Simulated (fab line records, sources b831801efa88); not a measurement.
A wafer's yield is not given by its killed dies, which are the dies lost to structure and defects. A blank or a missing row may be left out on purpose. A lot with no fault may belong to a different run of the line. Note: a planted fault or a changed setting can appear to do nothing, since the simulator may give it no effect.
Lot-split experiment	flow sfqLine	on a route of 325 steps: 5 lots, 27 wafers read

ABOUT THE SPLIT
At SFQ_TRILAYER_M2_DEP_SPUTTER_055 (material Nb, target thk 200 nm, time 133.3 s), the setting timeS was moved away from the recipe's 133.3 s on 9 of the 27 wafers read, by -43.4% to +39.9%. This setting was run at the recipe's value on the other wafers.

FROM THE SPLIT TO THE READING: what the file shows between them, 3 steps
- SFQ_M2_RS_MEAS_914: measures by four-point-probe
- SFQ_TRILAYER_M2_LITHO_COAT_062: resist thk 62 nm
- SFQ_TRILAYER_M2_BARC_OPEN_METAL_ETCH_077: etches BARC in O2, target depth 125 nm, time 41.7 s

THE READING
oesProductAu, in a.u., at SFQ_TRILAYER_M2_ETCH_METAL_ETCH_060 (etches Nb in Cl2/Ar, stops on SiO2, target depth 240 nm, time 120 s). On this fab line, fault-free wafers typically give 0.897 a.u. with a standard deviation of 0.006 a.u.

wafer	tool, chamber at the split	timeS as run, s	against the recipe	oesProductAu, a.u.	against lot-mates on the recipe
L075.1	pvdSputter-04, -	133.3	recipe	0.894	-
L075.2	pvdSputter-04, -	133.3	recipe	0.898	-
L075.3	pvdSputter-04, -	133.3	recipe	0.893	-
L077.1	pvdSputter-03, -	133.3	recipe	0.906	-
L077.2	pvdSputter-03, -	133.3	recipe	0.901	-
L077.3	pvdSputter-03, -	133.3	recipe	0.900	-
L077.4	pvdSputter-03, -	186.5	+39.9%	0.976	+0.074
L077.5	pvdSputter-03, -	186.5	+39.9%	0.975	+0.073
L077.6	pvdSputter-03, -	186.5	+39.9%	0.991	+0.089
L079.1	pvdSputter-06, -	178.8	+34.1%	0.959	+0.055
L079.2	pvdSputter-06, -	178.8	+34.1%	0.980	+0.076
L079.3	pvdSputter-06, -	133.3	recipe	0.906	-
L079.4	pvdSputter-06, -	178.8	+34.1%	0.976	+0.072
L079.5	pvdSputter-06, -	133.3	recipe	0.908	-
L079.6	pvdSputter-06, -	133.3	recipe	0.897	-
L081.1	pvdSputter-03, -	133.3	recipe	0.887	-
L081.2	pvdSputter-03, -	133.3	recipe	0.903	-
L081.3	pvdSputter-03, -	133.3	recipe	0.893	-
L081.4	pvdSputter-03, -	133.3	recipe	0.888	-
L081.5	pvdSputter-03, -	133.3	recipe	0.888	-
L081.6	pvdSputter-03, -	133.3	recipe	0.893	-
L082.1	pvdSputter-04, -	133.3	recipe	0.904	-
L082.2	pvdSputter-04, -	133.3	recipe	0.889	-
L082.3	pvdSputter-04, -	133.3	recipe	0.883	-
L082.4	pvdSputter-04, -	75.47	-43.4%	0.667	-0.225
L082.5	pvdSputter-04, -	75.47	-43.4%	0.671	-0.221
L082.6	pvdSputter-04, -	75.47	-43.4%	0.669	-0.223

THE FIT
A straight line over all 27 wafers: oesProductAu changes by +0.00354 a.u. for each +1% of timeS; r = +0.94; the points scatter about the line by 0.03 a.u.
The same after taking each lot's own level away (the mean of its wafers on the recipe; 27 wafers): +0.00339 a.u. for each +1%; r = +0.93; scatter 0.031 a.u.
On that fit, the largest move of timeS shifts the reading by 0.15 a.u.
Across the lots, their own levels run from 0.8920 to 0.9037 a.u., a range of 1.9 times the standard deviation given above.
So the lot-to-lot level changes the slope little: the two slopes agree.
Check: -0.153 a.u. against its lot-mates is what the line predicts for one of the wafers moved furthest among these (-43.4%) when that wafer is left out of the fit. Against them it came out at -0.225 a.u.

THESE WAFERS: OTHER SPLITS
Other splits were also applied to these wafers ahead of the reading. Each is held against what the fit with the lots' levels taken away leaves over:
other split on the same wafers	wafers away from the commonest value	r with oesProductAu (lot level and that fit taken away)
SFQ_TRILAYER_M0_ETCH_METAL_ETCH_024 timeS	9	-0.06
SFQ_TRILAYER_M1_BARC_OPEN_METAL_ETCH_054 timeS	9	+0.15

THE WHOLE CHAIN: every reading that the file lists as answering this split, in the file's order
step	what it does	reading	change (the file's fit)	r (the file's)
SFQ_TRILAYER_M2_DEP_SPUTTER_055	material Nb, target thk 200 nm, time 133.3 s	Nb_of_TRILAYER_M2_DEP_SPUTTER_055.thkNm (the simulator's own value, which no gauge read)	+1.99 nm for each +1% of the setting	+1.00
SFQ_M2_RS_MEAS_914	measures by four-point-probe	M2_NB_RS	-0.0103 for each +1% of the setting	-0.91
SFQ_TRILAYER_M2_ETCH_METAL_ETCH_060	etches Nb in Cl2/Ar, stops on SiO2, target depth 240 nm, time 120 s	oesProductAu	+0.00326 a.u. for each +1% of the setting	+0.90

THE FILE'S OWN FIT
oesProductAu changes by +0.00326 a.u. for each +1% of timeS, r = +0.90.
